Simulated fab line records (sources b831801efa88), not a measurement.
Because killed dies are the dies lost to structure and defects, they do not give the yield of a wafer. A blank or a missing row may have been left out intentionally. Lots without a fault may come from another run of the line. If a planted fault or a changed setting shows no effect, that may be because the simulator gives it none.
Which tool is to blame? + flow sfq_line + 14 lots, 42 wafers sampled, at 4 steps of a route of 325

== WHAT EACH GAUGE READ, for each wafer ==
SFQ_M6_OVL_MEAS_940.
| lot  | measured     | on         | M6_OVL (nm) |
|------|--------------|------------|-------------|
| L190 | day 63 09:23 | overlay-02 | 13 3 8      |
| L191 | day 63 16:35 | overlay-02 | -1 -2 3     |
| L192 | day 63 18:58 | overlay-02 | 9 0 6       |
| L193 | day 63 22:34 | overlay-02 | 1 9 10      |
| L194 | day 64 02:10 | overlay-01 | 0 3 0       |
| L195 | day 64 13:43 | overlay-02 | 2 8 3       |
| L196 | day 72 10:16 | overlay-01 | 1 -2 -3     |
| L202 | day 73 11:28 | overlay-01 | 3 7 11      |
| L203 | day 73 14:02 | overlay-01 | -5 -2 -2    |
| L204 | day 73 22:16 | overlay-01 | -9 -5 0     |
| L205 | day 74 03:15 | overlay-01 | 1 5 4       |
| L206 | day 74 16:08 | overlay-02 | 1 -3 -3     |
| L209 | day 75 11:26 | overlay-02 | 3 3 1       |
| L210 | day 75 16:14 | overlay-02 | -2 -3 0     |

== WHAT TOOL EACH LOT RAN ON (gives the tool, then ch and the chambers of the sampled wafers, and finally the start) ==
| lot  | SFQ_TRILAYER_I1_VIA_STRIP_STRIP_053 | SFQ_TRILAYER_M3_LITHO_COAT_080    | SFQ_TRILAYER_M3_BARC_OPEN_METAL_ETCH_100 |
|------|-------------------------------------|-----------------------------------|------------------------------------------|
| L190 | rie_metal-04 ch 0,1, day 20 16:44   | litho_track-01 ch 0, day 21 07:33 | rie_metal-03 ch 0,1, day 27 23:35        |
| L191 | rie_metal-04 ch 0,1, day 21 01:04   | litho_track-01 ch 0, day 22 09:04 | rie_metal-01 ch 0,1, day 28 17:43        |
| L192 | rie_metal-01 ch 0,1, day 21 10:40   | litho_track-03 ch 0, day 22 13:46 | rie_metal-01 ch 0,1, day 28 22:31        |
| L193 | rie_metal-04 ch 0,1, day 21 15:28   | litho_track-04 ch 0, day 22 15:04 | rie_metal-02 ch 0,1, day 29 00:55        |
| L194 | rie_metal-02 ch 0,1, day 21 22:47   | litho_track-04 ch 0, day 22 16:31 | rie_metal-03 ch 1, day 29 02:13          |
| L195 | rie_metal-04 ch 0,1, day 23 23:23   | litho_track-01 ch 0, day 24 16:02 | rie_metal-01 ch 0,1, day 30 23:16        |
| L196 | rie_metal-04 ch 0, day 26 02:59     | litho_track-04 ch 0, day 26 17:08 | rie_metal-03 ch 1, day 32 22:23          |
| L202 | rie_metal-04 ch 0,1, day 27 22:32   | litho_track-01 ch 0, day 29 02:11 | rie_metal-02 ch 0,1, day 35 02:49        |
| L203 | rie_metal-01 ch 0,1, day 28 10:40   | litho_track-04 ch 0, day 29 11:33 | rie_metal-03 ch 0,1, day 35 14:49        |
| L204 | rie_metal-02 ch 0,1, day 28 16:40   | litho_track-04 ch 0, day 29 14:01 | rie_metal-01 ch 0,1, day 35 18:25        |
| L205 | rie_metal-04 ch 0,1, day 29 00:04   | litho_track-03 ch 0, day 29 20:17 | rie_metal-01 ch 0,1, day 36 01:45        |
| L206 | rie_metal-04 ch 0,1, day 29 11:25   | litho_track-03 ch 0, day 30 04:28 | rie_metal-02 ch 0,1, day 36 10:16        |
| L209 | rie_metal-04 ch 0,1, day 30 07:49   | litho_track-03 ch 0, day 30 22:32 | rie_metal-02 ch 1, day 37 05:28          |
| L210 | rie_metal-01 ch 0,1, day 30 15:01   | litho_track-03 ch 0, day 31 16:29 | rie_metal-03 ch 0,1, day 37 16:16        |
- SFQ_TRILAYER_I1_VIA_STRIP_STRIP_053: strips in O2.
- SFQ_TRILAYER_M3_LITHO_COAT_080: resist thk 62 nm.
- SFQ_TRILAYER_M3_BARC_OPEN_METAL_ETCH_100: etches BARC in O2, target depth 125 nm, time 41.7 s.

== AS READ BY THE TOOLS THEMSELVES (means over the sampled wafers that have a number; for cases with no such wafer, the mark the record gives instead) ==
SFQ_TRILAYER_I1_VIA_STRIP_STRIP_053.
| lot  | tool         | drypump_motor_current_A (A) | oes_product_au (a.u.) |
|------|--------------|-----------------------------|-----------------------|
| L190 | rie_metal-04 | 5.9                         | 1.004                 |
| L191 | rie_metal-04 | 5.6                         | 1.010                 |
| L192 | rie_metal-01 | 5.6                         | 0.995                 |
| L193 | rie_metal-04 | 5.9                         | 1.008                 |
| L194 | rie_metal-02 | 6.1                         | 0.988                 |
| L195 | rie_metal-04 | 5.6                         | 1.009                 |
| L196 | rie_metal-04 | 6.2                         | 0.998                 |
| L202 | rie_metal-04 | 5.6                         | 0.997                 |
| L203 | rie_metal-01 | 5.4                         | 0.994                 |
| L204 | rie_metal-02 | 6.2                         | 0.995                 |
| L205 | rie_metal-04 | 5.6                         | 1.004                 |
| L206 | rie_metal-04 | 5.6                         | 1.005                 |
| L209 | rie_metal-04 | 5.9                         | 0.991                 |
| L210 | rie_metal-01 | 5.4                         | 0.999                 |

SFQ_TRILAYER_M3_LITHO_COAT_080.
| lot  | tool           | spin_speed_rpm (rpm) |
|------|----------------|----------------------|
| L190 | litho_track-01 | 3002.8               |
| L191 | litho_track-01 | 3000.8               |
| L192 | litho_track-03 | 3000.5               |
| L193 | litho_track-04 | 3003.1               |
| L194 | litho_track-04 | 2998.9               |
| L195 | litho_track-01 | 3000.1               |
| L196 | litho_track-04 | 2999.8               |
| L202 | litho_track-01 | 3000.1               |
| L203 | litho_track-04 | 4116.4               |
| L204 | litho_track-04 | 4118.9               |
| L205 | litho_track-03 | 3003.8               |
| L206 | litho_track-03 | 3001.9               |
| L209 | litho_track-03 | 2999.9               |
| L210 | litho_track-03 | 2999.0               |

SFQ_TRILAYER_M3_BARC_OPEN_METAL_ETCH_100.
| lot  | tool         | drypump_motor_current_A (A) | oes_product_au (a.u.) |
|------|--------------|-----------------------------|-----------------------|
| L190 | rie_metal-03 | 5.6                         | 0.682                 |
| L191 | rie_metal-01 | 5.4                         | 0.681                 |
| L192 | rie_metal-01 | 5.4                         | 0.686                 |
| L193 | rie_metal-02 | 6.4                         | 0.688                 |
| L194 | rie_metal-03 | 5.0                         | 0.682                 |
| L195 | rie_metal-01 | 5.4                         | 0.682                 |
| L196 | rie_metal-03 | 5.0                         | 0.682                 |
| L202 | rie_metal-02 | 6.4                         | 0.687                 |
| L203 | rie_metal-03 | 5.6                         | 0.639                 |
| L204 | rie_metal-01 | 5.6                         | 0.638                 |
| L205 | rie_metal-01 | 5.4                         | 0.686                 |
| L206 | rie_metal-02 | 6.1                         | 0.691                 |
| L209 | rie_metal-02 | 5.9                         | 0.687                 |
| L210 | rie_metal-03 | 5.3                         | 0.683                 |

== THE ANSWER, worked out from the rows above alone ==
Rule: usual is defined by the lots themselves. Put in order of their means at a reading, lots are off if they are a third of the lots or fewer, leave a main group of 4 or more, and stand apart from it by a gap of 3 or more times the standard deviation of the main group's means; of several such gaps the widest counts. A main group is skipped when, at the precision printed for the reading in the tables above, its means are all equal. A lot without any number at a reading at which 4 lots or more have one is off too. Where the step has rows for the other lots, those lots are counted as sound. Order of review: gauges by route order, followed by the tools' own readings, for which a lot's mean as printed above is used. At the first step where some lot is off, the reading lying furthest off is the one used; lots without a number count as furthest.
Off: L203, L204, at SFQ_TRILAYER_M3_LITHO_COAT_080 (spin_speed_rpm). The main group: mean 3000.9 rpm, standard deviation 1.6.
A tool fits if, at that step or a process step before it, it ran every lot that is off, and no sound lot after the first of them. One fits: litho_track-04 at SFQ_TRILAYER_M3_LITHO_COAT_080. Its last sound lot is L196 (day 26 17:08), its first lot that is off L203 (day 29 11:33): a fault that began between those two fits.
On the lots that are off, the tool's own readings at SFQ_TRILAYER_M3_LITHO_COAT_080 differ by more than 5 times the standard deviation of the sound lots' means, which bears it out; spin_speed_rpm reads 4117.6 rpm there versus 3000.9 rpm on the sound lots.

== WHAT THE SIMULATOR HAD INSERTED ==
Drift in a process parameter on litho_track-04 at SFQ_TRILAYER_M3_LITHO_COAT_080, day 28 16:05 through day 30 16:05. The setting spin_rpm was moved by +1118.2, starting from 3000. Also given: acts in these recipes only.
Lots struck among those shown: L203, L204. Same finding as the rule above.
